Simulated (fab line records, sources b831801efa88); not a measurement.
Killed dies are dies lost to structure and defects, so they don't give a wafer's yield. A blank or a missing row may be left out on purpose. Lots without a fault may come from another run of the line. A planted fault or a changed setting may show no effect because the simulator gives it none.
One fault seen from 2 desks | flow gf180mcu | each desk has only its own numbers; what lay behind them comes last

THE TOOL OWNER'S DESK: implanter-01
The tool's own readings at GF_DNWELL_IMPLANT_07: means of the sampled wafers that have a number, for each lot that ran on this tool. A lot is out of limits, marked OUT, if its mean lies more than 4 standard deviations from the usual mean; the brackets give that distance.
Columns: A = dose_ions_cm2 at GF_DNWELL_IMPLANT_07, usual 1.0003e+13; B = faraday_current_uA at GF_DNWELL_IMPLANT_07, usual 56.6
lot  | first seen here | A                            | B
L308 | day 3 00:16     | 9.9977e+12                   | 57.6
L309 | day 3 04:35     | 9.9997e+12                   | 56.3
L321 | day 5 21:04     | 4.5373e+12 (-99 or more) OUT | 26.1 (-31) OUT
L322 | day 6 02:34     | 4.5587e+12 (-99 or more) OUT | 25.1 (-32) OUT
This desk's finding: out of limits on L321, L322; first on L321, day 5 21:04 (dose_ions_cm2 at GF_DNWELL_IMPLANT_07). In limits: L308, L309.

THE METROLOGY DESK
What the gauges read, lot by lot, whatever tool the lot ran on: means of the sampled wafers that have a number. A lot is out of limits, marked OUT, if its mean lies more than 4 standard deviations from the usual mean; the brackets give that distance.
Columns: A = DNWELL_TW at GF_DNWELL_TW_MEAS_09, usual 1354; B = MVPSD_RS at GF_VT_IMPLANT_RS_MEAS_49, usual 1168.8 ohm/sq; C = HV_LDD_01_OVL at GF_HV_LDD_OVL_MEAS_20, usual -0.6 nm
lot  | first seen here | A              | B      | C
L307 | day 2 18:35     | 1359           | 1169.1 | 0.5
L308 | day 3 00:30     | 1373           | 1167.7 | -0.5
L309 | day 3 04:50     | 1340           | 1168.1 | -0.1
L311 | day 3 15:38     | 1360           | 1171.3 | 0.2
L312 | day 3 21:38     | 1331           | 1171.1 | -0.9
L313 | day 4 02:43     | 1374           | 1169.0 | 0.5
L314 | day 4 08:20     | 1337           | 1170.2 | 0.1
L315 | day 4 12:23     | 1362           | 1170.4 | -2.7
L321 | day 5 21:19     | 1036 (-23) OUT | 1171.4 | -1.5
L322 | day 6 02:48     | 1057 (-21) OUT | 1170.3 | -0.7
L323 | day 6 08:14     | 1345           | 1170.0 | -0.7
L326 | day 7 00:23     | 1370           | 1168.9 | -0.8
L328 | day 7 10:05     | 1350           | 1167.5 | 1.1
This desk's finding: out of limits on L321, L322; first on L321, day 5 21:19 (DNWELL_TW at GF_DNWELL_TW_MEAS_09). In limits: L307, L308, L309, L311, L312, L313, L314, L315, L323, L326, L328.

PUT TOGETHER
The tool owner's desk could have raised an alarm at day 5 21:04, on L321, L322.
The metrology desk could have raised an alarm at day 5 21:19, on L321, L322.
Of the lots named, all ran GF_DNWELL_IMPLANT_07 on implanter-01.

WHAT THE SIMULATOR HAD PUT IN
Process parameter drift: implanter-01, from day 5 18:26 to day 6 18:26, at GF_DNWELL_IMPLANT_07. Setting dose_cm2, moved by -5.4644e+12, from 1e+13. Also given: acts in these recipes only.
Lots struck among those shown: L321, L322.
Hours from the fault's start to each desk's first reading out of limits: the tool owner's desk, 3; the metrology desk, 3.
